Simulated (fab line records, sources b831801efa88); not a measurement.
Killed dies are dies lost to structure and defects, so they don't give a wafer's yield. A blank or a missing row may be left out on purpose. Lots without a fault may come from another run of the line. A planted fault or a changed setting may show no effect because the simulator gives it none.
Which tool did it? | flow gf180mcu | 12 lots, 36 wafers sampled, at 2 steps of a route of 602

WHAT THE GAUGES READ, wafer by wafer
GF_M4_CD_MEAS_14: target cd 280 nm.
lot  | measured     | on        | cd_nm (nm)
L075 | day 23 18:46 | cd_sem-01 | 280.0 278.1 279.1
L077 | day 24 15:10 | cd_sem-02 | 279.2 278.4 278.0
L079 | day 25 06:31 | cd_sem-01 | 281.5 280.9 281.2
L081 | day 26 08:29 | cd_sem-02 | 280.7 281.5 280.9
L083 | day 26 17:16 | cd_sem-01 | 279.5 280.5 279.6
L085 | day 27 04:32 | cd_sem-01 | 280.6 279.0 280.7
L087 | day 27 22:52 | cd_sem-02 | 281.1 280.6 281.5
L089 | day 28 12:49 | cd_sem-01 | 281.1 281.1 279.7
L091 | day 29 02:52 | cd_sem-02 | 279.9 280.5 281.5
L093 | day 29 14:10 | cd_sem-01 | 279.9 278.7 279.2
L095 | day 30 04:04 | cd_sem-01 | 278.7 280.5 280.3
L097 | day 30 16:02 | cd_sem-01 | 280.3 281.3 280.3

WHICH TOOL RAN EACH LOT (tool, then ch and the chambers of the sampled wafers, then the start)
lot  | GF_V3_STRIP_18
L075 | plasma_asher-01 ch 0,1, day 22 19:13
L077 | plasma_asher-01 ch 0,1, day 23 15:25
L079 | plasma_asher-04 ch 0,1, day 24 06:57
L081 | plasma_asher-01 ch 0,1, day 25 10:27
L083 | plasma_asher-01 ch 0,1, day 25 18:48
L085 | plasma_asher-02 ch 0,1, day 26 06:27
L087 | plasma_asher-01 ch 0,1, day 27 01:54
L089 | plasma_asher-02 ch 0,1, day 27 15:38
L091 | plasma_asher-02 ch 0,1, day 28 06:27
L093 | plasma_asher-04 ch 0,1, day 28 17:27
L095 | plasma_asher-01 ch 0,1, day 29 07:00
L097 | plasma_asher-02 ch 0,1, day 29 20:48
- GF_V3_STRIP_18: strips in O2/N2.

THE ANSWER, worked out from the rows above alone
Rule: what is usual is taken from the lots themselves. Put in order of their means at a reading, lots are off if they are a third of the lots or fewer, leave a main group of 4 or more, and stand apart from it by a gap of 3 or more times the standard deviation of the main group's means; of several such gaps the widest counts. A main group whose means are all the same, to the digits that the tables above print for the reading, isn't used. A lot without any number at a reading at which 4 lots or more have one is off too. The other lots that the step has rows for count as sound.
No lot is off at any reading shown: from this, nothing can be told.

WHAT THE SIMULATOR HAD PUT IN
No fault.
